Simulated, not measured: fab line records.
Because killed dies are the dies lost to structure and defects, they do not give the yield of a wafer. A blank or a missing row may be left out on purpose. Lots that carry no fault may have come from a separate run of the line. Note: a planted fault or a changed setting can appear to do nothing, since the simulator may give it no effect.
fab line records ; flow sky130
record lots=12; wafers=36; lastDay=50
route steps=708 shown FIELD_ISO@17 VT_ADJUST_LVTN@118 SONOS_TUNNEL@163 SONOS_ONO@173 PAD_OPEN@708
lots untouched by any fault: they come from a run of this same line in which no faults occurred
startH: hours from the record's opening day to when the first of the lot's shown wafers began ; waitH: hours since the lot's step before ; " the same as in the row above ; L1.1+2: one row covering several wafers at once ; - value missing, or start not given ; * or withheld: withheld ; < > ~ a bound
route shown NAME@n: NAME is a module with steps in the file, n the number in the route of the first one ; usual: mean/standard deviation of fault-free wafers ; same: alike in all rows ; chamber/n: place in a boat ; sites: readings site by site ; _std_site: how widely they spread, as a standard deviation ; _edge_site: inner sites' mean taken away from outer sites' mean ; radiusMm: how far each site lies from the wafer's centre ; mask NAME#n: copy n ; behind: tool/chamber where the wafer was last shaped ; hold: what put the lot on hold/how long, in hours/how the hold closed ; device: names the non-switching transistor (n, p or np) ; end of line: the tests these same wafers got at the end of their route ; step lacking rows: just its recipe ; killed: the dies lost at the first sort to structure and to defects; this is not the yield of the wafer ; map: the dies of a wafer, with x for killed, . for not killed, _ for no die there
set.NAME: the setting that was run; set.NAME@STEP: the one run at that earlier step ; model.NAME: the simulator's own value behind a step, which no gauge read
one table for each step of the route and one row for each wafer, over a sample of lots
services: when a tool's chamber went out of use (startH, in hours from the record's first day, below 0 if earlier), for how many hours, and the reason
## steps
# step SKY_FIELD_ISO_STRIP_16
# recipe chemistry=O2/N2; powerW=1400; pressureMtorr=1500; platenTempC=withheld; o2FlowSccm=3000; n2FlowSccm=300; overashFraction=0.5
# usual drypumpMotorCurrentA=5.61/0.25; oesProductAu=0.379/0.0053; stripTimeToEndpointS=3.57/0.036
lot.wafer;tool;chamber;startH;waitH;drypumpMotorCurrentA;oesProductAu;rfHoursCounterH;stripTimeToEndpointS
L690.2;plasmaAsher-01;1;29.03;0.0;6.01;0.374;37;3.53
L690.5;plasmaAsher-01;1;29.03;0.0;6.04;0.368;-;3.54
L690.6;plasmaAsher-01;0;29.03;0.0;5.57;0.379;-;3.58
L693.2;plasmaAsher-01;1;47.13;0.0;6.05;0.377;39;3.55
L693.3;plasmaAsher-01;1;47.13;0.0;5.99;0.377;-;3.53
L693.6;plasmaAsher-01;0;47.13;0.0;5.54;0.382;-;3.54
L694.2;plasmaAsher-02;1;50.33;0.0;5.56;0.380;35;3.52
L694.3;plasmaAsher-02;1;50.33;0.0;5.56;0.379;-;3.55
L694.5;plasmaAsher-02;0;50.33;0.0;5.41;0.374;-;3.56
L695.2;plasmaAsher-01;1;54.55;0.0;6.04;0.382;40;3.56
L695.5;plasmaAsher-01;0;54.55;0.0;5.54;0.373;-;3.54
L695.6;plasmaAsher-01;1;54.55;0.0;6.01;0.373;-;3.58
L698.1;plasmaAsher-01;0;70.53;0.0;5.56;0.377;42;3.55
L698.3;plasmaAsher-01;1;70.53;0.0;6.03;0.374;-;3.57
L698.4;plasmaAsher-01;0;70.53;0.0;5.55;0.375;-;3.56
L699.1;plasmaAsher-04;0;75.33;0.0;5.73;0.374;38;3.60
L699.3;plasmaAsher-04;0;75.33;0.0;5.73;0.369;-;3.48
L699.5;plasmaAsher-04;0;75.33;0.0;5.74;0.377;-;3.58
L703.3;plasmaAsher-02;0;96.48;0.1;5.42;0.374;-;3.54
L703.4;plasmaAsher-02;1;96.48;0.1;5.56;0.378;-;3.58
L703.5;plasmaAsher-02;0;96.48;0.1;5.43;0.382;-;3.59
L704.1;plasmaAsher-01;1;100.47;0.0;6.03;0.377;45;3.54
L704.2;plasmaAsher-01;0;100.47;0.0;5.55;0.367;45;3.57
L704.5;plasmaAsher-01;0;100.47;0.0;5.55;0.379;-;3.58
L707.1;plasmaAsher-01;1;119.72;0.0;6.01;0.377;47;3.65
L707.3;plasmaAsher-01;1;119.72;0.0;6.00;0.374;-;3.58
L707.6;plasmaAsher-01;1;119.72;0.0;5.99;0.381;-;3.57
L709.2;plasmaAsher-04;1;134.22;0.0;5.25;0.383;44;3.59
L709.5;plasmaAsher-04;0;134.22;0.0;5.74;0.380;-;3.57
L709.6;plasmaAsher-04;1;134.22;0.0;5.24;0.379;-;3.57
L710.1;plasmaAsher-02;1;134.57;0.0;5.57;0.378;2;3.51
L710.5;plasmaAsher-02;0;134.57;0.0;5.43;0.373;-;3.49
L710.6;plasmaAsher-02;1;134.57;0.0;5.58;0.385;-;3.54
L713.1;plasmaAsher-04;1;148.38;0.0;5.24;0.364;46;3.48
L713.5;plasmaAsher-04;0;148.38;0.0;5.77;0.377;-;3.54
L713.6;plasmaAsher-04;1;148.38;0.0;5.24;0.380;-;3.55
# step SKY_VT_ADJUST_LVTN_TW_MEAS_21
# usual VT_ADJUST_LVTN_2_TW=187.9/0.85
lot.wafer;tool;chamber;startH;waitH;VT_ADJUST_LVTN_2_TW
L690.2;filmMetro-01;-;160.31;0.1;187.7
L690.5;filmMetro-01;-;160.31;0.1;187.4
L690.6;filmMetro-01;-;160.31;0.1;188.1
L693.2;filmMetro-02;-;185.21;0.1;187.8
L693.3;filmMetro-02;-;185.21;0.1;188.1
L693.6;filmMetro-02;-;185.21;0.1;187.9
L694.2;filmMetro-04;-;189.31;0.1;187.0
L694.3;filmMetro-04;-;189.31;0.1;187.1
L694.5;filmMetro-04;-;189.31;0.1;187.5
L695.2;filmMetro-04;-;191.56;0.1;189.0
L695.5;filmMetro-04;-;191.56;0.1;188.0
L695.6;filmMetro-04;-;191.56;0.1;187.8
L698.1;filmMetro-01;-;213.12;0.1;185.8
L698.3;filmMetro-01;-;213.12;0.1;187.4
L698.4;filmMetro-01;-;213.12;0.1;187.8
L699.1;filmMetro-02;-;219.11;0.1;187.2
L699.3;filmMetro-02;-;219.11;0.1;186.3
L699.5;filmMetro-02;-;219.11;0.1;187.1
L703.3;filmMetro-04;-;252.27;0.1;188.9
L703.4;filmMetro-04;-;252.27;0.1;190.0
L703.5;filmMetro-04;-;252.27;0.1;189.0
L704.1;filmMetro-04;-;259.26;0.1;188.9
L704.2;filmMetro-04;-;259.26;0.1;188.7
L704.5;filmMetro-04;-;259.26;0.1;189.0
L707.1;filmMetro-02;-;278.26;0.1;188.1
L707.3;filmMetro-02;-;278.26;0.1;188.0
L707.6;filmMetro-02;-;278.26;0.1;188.8
L709.2;filmMetro-04;-;300.06;0.1;187.8
L709.5;filmMetro-04;-;300.06;0.1;187.0
L709.6;filmMetro-04;-;300.06;0.1;188.2
L710.1;filmMetro-04;-;301.70;0.1;188.2
L710.5;filmMetro-04;-;301.70;0.1;188.4
L710.6;filmMetro-04;-;301.70;0.1;188.2
L713.1;filmMetro-01;-;321.00;0.1;189.0
L713.5;filmMetro-01;-;321.00;0.1;188.7
L713.6;filmMetro-01;-;321.00;0.1;188.7
# step SKY_SONOS_TUNNEL_IMPLANT_09
# recipe species=B; energyKev=20; doseCm2=1e+12; tiltDeg=withheld
# usual beamEnergyKeV=20.001/0.0057; doseIonsCm2=9.998e+11/9.6e+08; endStationPressureTorr=5.05e-06/2.4e-07; faradayCurrentUA=5.64/0.11
lot.wafer;tool;chamber;startH;waitH;beamEnergyKeV;doseIonsCm2;endStationPressureTorr;faradayCurrentUA
L690.2;implanter-03;0;248.59;0.0;20.007;9.991e+11;5.19e-06;5.56
L690.5;implanter-03;0;248.59;0.0;20.014;1.0007e+12;5.04e-06;5.88
L690.6;implanter-03;0;248.59;0.0;20.005;1.0015e+12;5.3e-06;5.63
L693.2;implanter-04;0;276.09;0.0;20.001;1.0003e+12;5.29e-06;5.46
L693.3;implanter-04;0;276.09;0.0;20.003;1.0004e+12;5.05e-06;5.61
L693.6;implanter-04;0;276.09;0.0;19.996;9.968e+11;4.52e-06;5.78
L694.2;implanter-01;0;280.99;0.0;19.997;1.0004e+12;5.08e-06;5.72
L694.3;implanter-01;0;280.99;0.0;19.996;9.99e+11;4.51e-06;5.74
L694.5;implanter-01;0;280.99;0.0;20.006;9.998e+11;4.86e-06;5.57
L695.2;implanter-04;0;284.44;0.0;20.005;1.0013e+12;4.97e-06;5.64
L695.5;implanter-04;0;284.44;0.0;20.000;1.0019e+12;4.73e-06;5.83
L695.6;implanter-04;0;284.44;0.0;20.012;1.0006e+12;4.91e-06;5.52
L698.1;implanter-01;0;306.93;0.0;19.998;9.989e+11;5.39e-06;5.57
L698.3;implanter-01;0;306.93;0.0;20.007;1.0012e+12;5.02e-06;5.54
L698.4;implanter-01;0;306.93;0.0;20.000;1.0003e+12;4.9e-06;5.59
L699.1;implanter-03;0;316.67;0.0;20.002;9.996e+11;4.89e-06;5.55
L699.3;implanter-03;0;316.67;0.0;20.002;1.0009e+12;5e-06;5.93
L699.5;implanter-03;0;316.67;0.0;19.994;9.997e+11;5.07e-06;5.77
L703.3;implanter-04;0;354.48;0.1;20.003;9.987e+11;4.98e-06;5.51
L703.4;implanter-04;0;354.48;0.1;19.994;1.0002e+12;4.94e-06;5.65
L703.5;implanter-04;0;354.48;0.1;20.004;9.991e+11;5.02e-06;5.67
L704.1;implanter-03;0;361.22;0.0;20.005;1.6129e+12;4.9e-06;8.92
L704.2;implanter-03;0;361.22;0.0;19.999;1.6128e+12;4.97e-06;9.17
L704.5;implanter-03;0;361.22;0.0;20.003;1.6115e+12;5.05e-06;9.18
L707.1;implanter-03;0;383.68;0.0;19.992;1.6126e+12;5.23e-06;9.17
L707.3;implanter-03;0;383.68;0.0;20.000;1.6112e+12;4.91e-06;9.32
L707.6;implanter-03;0;383.68;0.0;19.984;1.6127e+12;5.32e-06;8.79
L709.2;implanter-01;0;408.44;0.0;19.994;9.998e+11;5.19e-06;5.67
L709.5;implanter-01;0;408.44;0.0;19.992;1e+12;5.03e-06;5.48
L709.6;implanter-01;0;408.44;0.0;20.002;9.973e+11;4.81e-06;5.82
L710.1;implanter-01;0;411.57;0.0;20.006;1e+12;5.64e-06;5.82
L710.5;implanter-01;0;411.57;0.0;20.000;9.996e+11;5.35e-06;5.66
L710.6;implanter-01;0;411.57;0.0;19.997;1e+12;5.28e-06;5.61
L713.1;implanter-01;0;435.68;0.0;20.007;1.0011e+12;5.18e-06;5.84
L713.5;implanter-01;0;435.68;0.0;20.011;1.0015e+12;5.21e-06;5.78
L713.6;implanter-01;0;435.68;0.0;20.005;1.0015e+12;4.78e-06;5.63
# step SKY_SONOS_TUNNEL_TW_MEAS_12
# usual SONOS_TUNNEL_TW=197.3/1.3
lot.wafer;tool;chamber;startH;waitH;SONOS_TUNNEL_TW
L690.2;filmMetro-04;-;249.01;0.0;197.9
L690.5;filmMetro-04;-;249.01;0.0;198.9
L690.6;filmMetro-04;-;249.01;0.0;198.5
L693.2;filmMetro-04;-;276.49;0.0;198.2
L693.3;filmMetro-04;-;276.49;0.0;197.6
L693.6;filmMetro-04;-;276.49;0.0;198.6
L694.2;filmMetro-04;-;281.39;0.0;196.9
L694.3;filmMetro-04;-;281.39;0.0;196.7
L694.5;filmMetro-04;-;281.39;0.0;196.2
L695.2;filmMetro-04;-;284.84;0.0;198.1
L695.5;filmMetro-04;-;284.84;0.0;197.6
L695.6;filmMetro-04;-;284.84;0.0;198.3
L698.1;filmMetro-02;-;307.34;0.0;197.6
L698.3;filmMetro-02;-;307.34;0.0;197.5
L698.4;filmMetro-02;-;307.34;0.0;199.6
L699.1;filmMetro-02;-;317.08;0.0;197.6
L699.3;filmMetro-02;-;317.08;0.0;197.6
L699.5;filmMetro-02;-;317.08;0.0;196.3
L703.3;filmMetro-04;-;354.86;0.0;198.3
L703.4;filmMetro-04;-;354.86;0.0;196.7
L703.5;filmMetro-04;-;354.86;0.0;198.2
L704.1;filmMetro-04;-;361.64;0.0;225.7
L704.2;filmMetro-04;-;361.64;0.0;224.1
L704.5;filmMetro-04;-;361.64;0.0;223.7
L707.1;filmMetro-04;-;384.12;0.0;223.2
L707.3;filmMetro-04;-;384.12;0.0;224.4
L707.6;filmMetro-04;-;384.12;0.0;223.9
L709.2;filmMetro-01;-;408.86;0.0;195.1
L709.5;filmMetro-01;-;408.86;0.0;196.7
L709.6;filmMetro-01;-;408.86;0.0;195.5
L710.1;filmMetro-02;-;412.08;0.0;197.4
L710.5;filmMetro-02;-;412.08;0.0;197.3
L710.6;filmMetro-02;-;412.08;0.0;198.3
L713.1;filmMetro-02;-;436.18;0.0;200.0
L713.5;filmMetro-02;-;436.18;0.0;200.8
L713.6;filmMetro-02;-;436.18;0.0;199.3
# step SKY_SONOS_ONO_THK_MEAS_05
# recipe reads=SiO2_of_SONOS_ONO_CVD_04
# usual SONOS_ONO_CVD_04_THK=5.76/0.1
lot.wafer;tool;chamber;startH;waitH;SONOS_ONO_CVD_04_THK[nm]
L690.2;filmMetro-02;-;253.64;0.0;5.66
L690.5;filmMetro-02;-;253.64;0.0;5.58
L690.6;filmMetro-02;-;253.64;0.0;5.61
L693.2;filmMetro-02;-;281.88;0.0;5.69
L693.3;filmMetro-02;-;281.88;0.0;5.69
L693.6;filmMetro-02;-;281.88;0.0;5.76
L694.2;filmMetro-03;-;286.27;0.0;5.69
L694.3;filmMetro-03;-;286.27;0.0;5.69
L694.5;filmMetro-03;-;286.27;0.0;5.62
L695.2;filmMetro-02;-;291.35;0.0;5.73
L695.5;filmMetro-02;-;291.35;0.0;5.87
L695.6;filmMetro-02;-;291.35;0.0;5.90
L698.1;filmMetro-03;-;316.45;0.0;5.85
L698.3;filmMetro-03;-;316.45;0.0;5.78
L698.4;filmMetro-03;-;316.45;0.0;5.74
L699.1;filmMetro-01;-;322.09;0.0;5.70
L699.3;filmMetro-01;-;322.09;0.0;5.66
L699.5;filmMetro-01;-;322.09;0.0;5.62
L703.3;filmMetro-03;-;360.53;0.0;5.81
L703.4;filmMetro-03;-;360.53;0.0;5.85
L703.5;filmMetro-03;-;360.53;0.0;5.83
L704.1;filmMetro-02;-;365.87;0.0;5.57
L704.2;filmMetro-02;-;365.87;0.0;5.57
L704.5;filmMetro-02;-;365.87;0.0;5.68
L707.1;filmMetro-01;-;388.19;0.0;5.79
L707.3;filmMetro-01;-;388.19;0.0;5.78
L707.6;filmMetro-01;-;388.19;0.0;5.75
L709.2;filmMetro-03;-;414.77;0.0;5.70
L709.5;filmMetro-03;-;414.77;0.0;5.67
L709.6;filmMetro-03;-;414.77;0.0;5.66
L710.1;filmMetro-03;-;417.60;0.0;5.86
L710.5;filmMetro-03;-;417.60;0.0;5.78
L710.6;filmMetro-03;-;417.60;0.0;5.72
L713.1;filmMetro-01;-;440.14;0.0;5.60
L713.5;filmMetro-01;-;440.14;0.0;5.76
L713.6;filmMetro-01;-;440.14;0.0;5.67
# step SKY_PAD_OPEN_PROBE_99
# usual killed_at_M0_to_M3=44/6; killed_at_M4_up=2.9/1.5; killedAtContacts=24/4.9; killedAtFrontEnd=16/4.3; killedAtOther=0.3/0.54; killedDies=87/8.7; killedOnRim=17/3.6; killedOpen=48/6.7; killedShort=39/5.9
# same grossDies=492; killedAtBackSide=0
lot.wafer;tool;chamber;startH;waitH;killed_at_M0_to_M3;killed_at_M4_up;killedAtContacts;killedAtFrontEnd;killedAtOther;killedDies;killedOnRim;killedOpen;killedShort
L698.1;prober-02;-;1120.53;0.1;44;3;26;13;0;86;16;40;46
L698.3;prober-02;-;1120.63;0.2;41;4;24;13;0;82;16;38;44
L698.4;prober-02;-;1120.68;0.2;49;1;30;17;1;98;16;56;42
L707.1;prober-01;-;1169.02;0.1;55;3;18;12;0;88;18;52;36
L707.3;prober-01;-;1169.12;0.2;46;5;28;13;0;92;14;50;41
# killed by level:class
L698.1 CONTACT:geometricParticle:open=10 LI_CONTACT:geometricParticle:open=6 METAL3:geometricParticle:short=5 METAL2:geometricParticle:short=5 VIA2:geometricParticle:short=5 VIA2:geometricParticle:open=5 VIA3:geometricParticle:short=5 FIELD_ISO:geometricParticle:open=4
L698.3 CONTACT:geometricParticle:open=8 CONTACT:geometricParticle:short=7 VIA1:geometricParticle:short=6 METAL2:geometricParticle:short=6 LOCAL_INTERCONNECT:geometricParticle:short=5 VIA1:geometricParticle:open=5 METAL2:geometricParticle:open=5 VIA3:geometricParticle:open=5
L698.4 VIA1:geometricParticle:open=14 LOCAL_INTERCONNECT:geometricParticle:short=11 METAL2:geometricParticle:short=7 CONTACT:geometricParticle:open=7 VIA2:geometricParticle:open=6 VIA3:geometricParticle:open=6 FIELD_ISO:geometricParticle:open=4 POLY_GATE:geometricParticle:open=4
L707.1 CONTACT:geometricParticle:open=12 VIA1:geometricParticle:open=12 VIA2:geometricParticle:open=8 VIA2:geometricParticle:short=7 VIA3:geometricParticle:open=7 METAL2:geometricParticle:short=5 VIA1:geometricParticle:short=4 METAL2:geometricParticle:open=4
L707.3 VIA2:geometricParticle:open=11 VIA1:geometricParticle:open=10 LI_CONTACT:geometricParticle:open=7 CONTACT:geometricParticle:open=7 VIA3:geometricParticle:open=7 CONTACT:geometricParticle:short=6 METAL2:geometricParticle:short=5 METAL4:geometricParticle:short=5
## services
tool;chamber;startH;hours;kind
plasmaAsher-04;-;23.85;15.6;pm
implanter-04;-;24.10;2.1;repair
plasmaAsher-02;-;33.49;1.4;repair
implanter-03;-;34.69;1.6;pm
implanter-01;-;53.73;2.4;repair
plasmaAsher-02;-;108.75;9.0;pm
implanter-04;-;115.29;1.3;repair
implanter-01;-;132.01;3.6;pm
implanter-01;-;137.33;1.5;repair
plasmaAsher-04;-;157.24;3.4;repair
plasmaAsher-02;-;163.06;2.0;repair
implanter-03;-;199.82;3.8;repair
implanter-03;-;269.34;2.3;repair
implanter-03;-;272.41;4.3;repair
plasmaAsher-04;-;289.76;1.3;repair
implanter-01;-;328.94;4.8;pm
plasmaAsher-02;-;345.39;1.0;repair
implanter-04;-;393.68;3.7;pm
implanter-03;-;400.55;8.2;pm
implanter-01;-;412.87;2.2;repair
plasmaAsher-01;-;421.25;9.0;pm
plasmaAsher-01;0;421.25;9.0;ventCycle
plasmaAsher-01;1;421.25;9.0;ventCycle
implanter-03;-;432.40;10.2;pm
## key
firstSign step=SKY_SONOS_TUNNEL_IMPLANT_09; reading=doseIonsCm2; direction=up; sigmas=99+; usual=*; struck=*
effect step=SKY_SONOS_TUNNEL_IMPLANT_09; reading=faradayCurrentUA; direction=up; sigmas=31; usual=5.64; struck=9.09
effect step=SKY_SONOS_TUNNEL_TW_MEAS_12; reading=SONOS_TUNNEL_TW; direction=up; sigmas=21; usual=197.3; struck=224.2
metAt SKY_SONOS_TUNNEL_IMPLANT_09
struckLots L704,L707
testerLeftOut L704,L707
notActingAt SKY_FIELD_ISO_STRIP_16,SKY_VT_ADJUST_LVTN_TW_MEAS_21,SKY_SONOS_ONO_THK_MEAS_05
onsetBetween 316.67 361.22
fault kind=processParameterDrift; tool=implanter-03; chamber=-; onsetH=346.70; steps=SKY_SONOS_TUNNEL_IMPLANT_09; channel=doseCm2; offset=*; shape=step; endH=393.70; actsIn=*; stated=*
# testerLeftOut: of these lots the tester's yield and bins aren't shown, on N5 and GAA mostly nor the transistor test; their killed dies are dies lost to structure and defects alone, not to doping, threshold or leakage, so they don't give the yield
